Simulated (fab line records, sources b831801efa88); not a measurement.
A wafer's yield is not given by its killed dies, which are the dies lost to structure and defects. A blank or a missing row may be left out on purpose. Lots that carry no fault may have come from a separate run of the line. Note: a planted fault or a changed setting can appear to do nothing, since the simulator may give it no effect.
The tool behind it: which one? :: flow sky130 :: Sampling: 14 lots, 42 wafers, 3 of 708 route steps

== WHAT THE GAUGES SHOWED, per wafer ==
SKY_SONOS_TUNNEL_TW_MEAS_12. Usual: SONOS_TUNNEL_TW typically reads 197.0, with standard deviation 0.9.
lot: L616
measured: day 12 05:34
on: film metro-04
SONOS_TUNNEL_TW: 197.5 197.8 197.6
flag: 

lot: L617
measured: day 12 19:08
on: film metro-02
SONOS_TUNNEL_TW: 196.6 197.1 196.9
flag: 

lot: L620
measured: day 14 13:02
on: film metro-01
SONOS_TUNNEL_TW: 195.5 196.7 197.0
flag: 

lot: L622
measured: day 14 16:14
on: film metro-02
SONOS_TUNNEL_TW: 196.7 196.6 196.5
flag: 

lot: L623
measured: day 14 18:19
on: film metro-01
SONOS_TUNNEL_TW: 195.9 196.7 196.7
flag: 

lot: L626
measured: day 15 19:25
on: film metro-02
SONOS_TUNNEL_TW: 196.4 196.1 198.0
flag: 

lot: L627
measured: day 15 19:59
on: film metro-01
SONOS_TUNNEL_TW: 196.7 197.2 196.2
flag: 

lot: L630
measured: day 17 04:02
on: film metro-04
SONOS_TUNNEL_TW: 197.9 197.1 198.8
flag: 

lot: L628
measured: day 17 05:02
on: film metro-02
SONOS_TUNNEL_TW: 195.8 195.6 197.0
flag: 

lot: L633
measured: day 18 06:52
on: film metro-02
SONOS_TUNNEL_TW: 197.3 197.4 198.3
flag: 

lot: L634
measured: day 18 07:46
on: film metro-04
SONOS_TUNNEL_TW: 197.9 196.7 196.8
flag: 

lot: L635
measured: day 18 15:11
on: film metro-01
SONOS_TUNNEL_TW: 196.8 196.4 197.0
flag: 

lot: L636
measured: day 18 18:46
on: film metro-01
SONOS_TUNNEL_TW: 196.6 198.4 197.5
flag: 

lot: L637
measured: day 19 00:57
on: film metro-04
SONOS_TUNNEL_TW: 197.9 198.5 197.9
flag: 

SKY_RES_PROTECT_TW_MEAS_08. Usual: POLY_GATE_TW typically reads 4034, with standard deviation 21.
lot: L616
measured: day 16 00:32
on: film metro-01
POLY_GATE_TW: 4032 4050 4043
flag: 

lot: L617
measured: day 16 15:22
on: film metro-02
POLY_GATE_TW: 4034 4034 4027
flag: 

lot: L620
measured: day 18 16:37
on: film metro-02
POLY_GATE_TW: 4048 4060 4067
flag: 

lot: L622
measured: day 18 19:30
on: film metro-04
POLY_GATE_TW: 4034 4044 4034
flag: 

lot: L623
measured: day 18 21:40
on: film metro-04
POLY_GATE_TW: 4032 4010 4037
flag: 

lot: L626
measured: day 20 11:05
on: film metro-04
POLY_GATE_TW: 4032 4022 4018
flag: 

lot: L627
measured: day 20 10:54
on: film metro-01
POLY_GATE_TW: 4019 4020 4033
flag: 

lot: L630
measured: day 21 12:11
on: film metro-02
POLY_GATE_TW: 4032 4039 4052
flag: 

lot: L628
measured: day 21 13:39
on: film metro-04
POLY_GATE_TW: 4049 4018 4048
flag: 

lot: L633
measured: day 22 12:51
on: film metro-01
POLY_GATE_TW: 3992 3980 3979
flag: 

lot: L634
measured: day 22 14:38
on: film metro-01
POLY_GATE_TW: 4009 3998 4006
flag: 

lot: L635
measured: day 23 06:13
on: film metro-04
POLY_GATE_TW: 4049 4064 4060
flag: 

lot: L636
measured: day 23 05:54
on: film metro-02
POLY_GATE_TW: 4025 4039 4047
flag: 

lot: L637
measured: day 23 08:11
on: film metro-01
POLY_GATE_TW: 4011 4011 4008
flag: 

== TOOL THAT RAN EACH LOT (tool first, then ch and the chambers of the sampled wafers, then the start) ==
lot: L616
SKY_VT_ADJUST_LVTN_STRIP_20: plasma asher-01 ch 0,1, day 8 11:38

lot: L617
SKY_VT_ADJUST_LVTN_STRIP_20: plasma asher-02 ch 0,1, day 9 00:41

lot: L620
SKY_VT_ADJUST_LVTN_STRIP_20: plasma asher-01 ch 0,1, day 10 12:20

lot: L622
SKY_VT_ADJUST_LVTN_STRIP_20: plasma asher-03 ch 0,1, day 10 12:38

lot: L623
SKY_VT_ADJUST_LVTN_STRIP_20: plasma asher-02 ch 0,1, day 10 15:38

lot: L626
SKY_VT_ADJUST_LVTN_STRIP_20: plasma asher-02 ch 0,1, day 11 12:23

lot: L627
SKY_VT_ADJUST_LVTN_STRIP_20: plasma asher-01 ch 0, day 11 12:59

lot: L630
SKY_VT_ADJUST_LVTN_STRIP_20: plasma asher-02 ch 0,1, day 12 16:18

lot: L628
SKY_VT_ADJUST_LVTN_STRIP_20: plasma asher-01 ch 0, day 12 17:29

lot: L633
SKY_VT_ADJUST_LVTN_STRIP_20: plasma asher-03 ch 0,1, day 13 16:23

lot: L634
SKY_VT_ADJUST_LVTN_STRIP_20: plasma asher-02 ch 0,1, day 13 16:58

lot: L635
SKY_VT_ADJUST_LVTN_STRIP_20: plasma asher-02 ch 0,1, day 13 23:34

lot: L636
SKY_VT_ADJUST_LVTN_STRIP_20: plasma asher-02 ch 0,1, day 14 01:56

lot: L637
SKY_VT_ADJUST_LVTN_STRIP_20: plasma asher-02 ch 0,1, day 14 09:23
- SKY_VT_ADJUST_LVTN_STRIP_20: strips in O2/N2.

== AS READ BY THE TOOLS THEMSELVES (means over the sampled wafers that have a number; for cases with no such wafer, the mark the record gives instead) ==
SKY_VT_ADJUST_LVTN_STRIP_20. Usual: drypump motor current A 5.5 A, standard deviation 0.51; oes product au 0.716 a.u., standard deviation 0.004; strip time to endpoint s 14.18 s, standard deviation 0.04.
lot: L616
tool: plasma asher-01
drypump motor current A (A): 5.4
oes product au (a.u.): 0.710
strip time to endpoint s (s): 14.13
flag: 

lot: L617
tool: plasma asher-02
drypump motor current A (A): 5.2
oes product au (a.u.): 0.715
strip time to endpoint s (s): 14.16
flag: 

lot: L620
tool: plasma asher-01
drypump motor current A (A): 5.4
oes product au (a.u.): 0.717
strip time to endpoint s (s): 14.24
flag: 

lot: L622
tool: plasma asher-03
drypump motor current A (A): 6.1
oes product au (a.u.): 0.716
strip time to endpoint s (s): 14.21
flag: 

lot: L623
tool: plasma asher-02
drypump motor current A (A): 5.2
oes product au (a.u.): 0.716
strip time to endpoint s (s): 14.13
flag: 

lot: L626
tool: plasma asher-02
drypump motor current A (A): 5.7
oes product au (a.u.): 0.715
strip time to endpoint s (s): 14.20
flag: 

lot: L627
tool: plasma asher-01
drypump motor current A (A): 5.3
oes product au (a.u.): 0.717
strip time to endpoint s (s): 14.17
flag: 

lot: L630
tool: plasma asher-02
drypump motor current A (A): 5.2
oes product au (a.u.): 0.715
strip time to endpoint s (s): 14.17
flag: 

lot: L628
tool: plasma asher-01
drypump motor current A (A): 5.2
oes product au (a.u.): 0.716
strip time to endpoint s (s): 14.19
flag: 

lot: L633
tool: plasma asher-03
drypump motor current A (A): 6.1
oes product au (a.u.): 0.718
strip time to endpoint s (s): 14.20
flag: 

lot: L634
tool: plasma asher-02
drypump motor current A (A): 5.2
oes product au (a.u.): 0.714
strip time to endpoint s (s): 14.21
flag: 

lot: L635
tool: plasma asher-02
drypump motor current A (A): 5.2
oes product au (a.u.): 0.717
strip time to endpoint s (s): 14.16
flag: 

lot: L636
tool: plasma asher-02
drypump motor current A (A): 5.2
oes product au (a.u.): 0.714
strip time to endpoint s (s): 14.16
flag: 

lot: L637
tool: plasma asher-02
drypump motor current A (A): 5.7
oes product au (a.u.): 0.719
strip time to endpoint s (s): 14.22
flag: 

== THE ANSWER, worked out from the rows above alone ==
Rule: lot off if the mean of its wafers having a number is beyond 3 standard deviations from the usual mean. Also off: a lot with no number at a reading for which 4 or more lots have one. The other lots that the step has rows for count as sound. The gauges are gone through in route order, then the tools' own readings, and for those a lot's mean is taken as printed above. The first step at which some lot is off is used, and at that step the reading that is off furthest; a lot without a number counts as furthest.
No lot is off on any of the readings shown, so nothing can be concluded from this.

== WHAT THE SIMULATOR HAD PUT IN ==
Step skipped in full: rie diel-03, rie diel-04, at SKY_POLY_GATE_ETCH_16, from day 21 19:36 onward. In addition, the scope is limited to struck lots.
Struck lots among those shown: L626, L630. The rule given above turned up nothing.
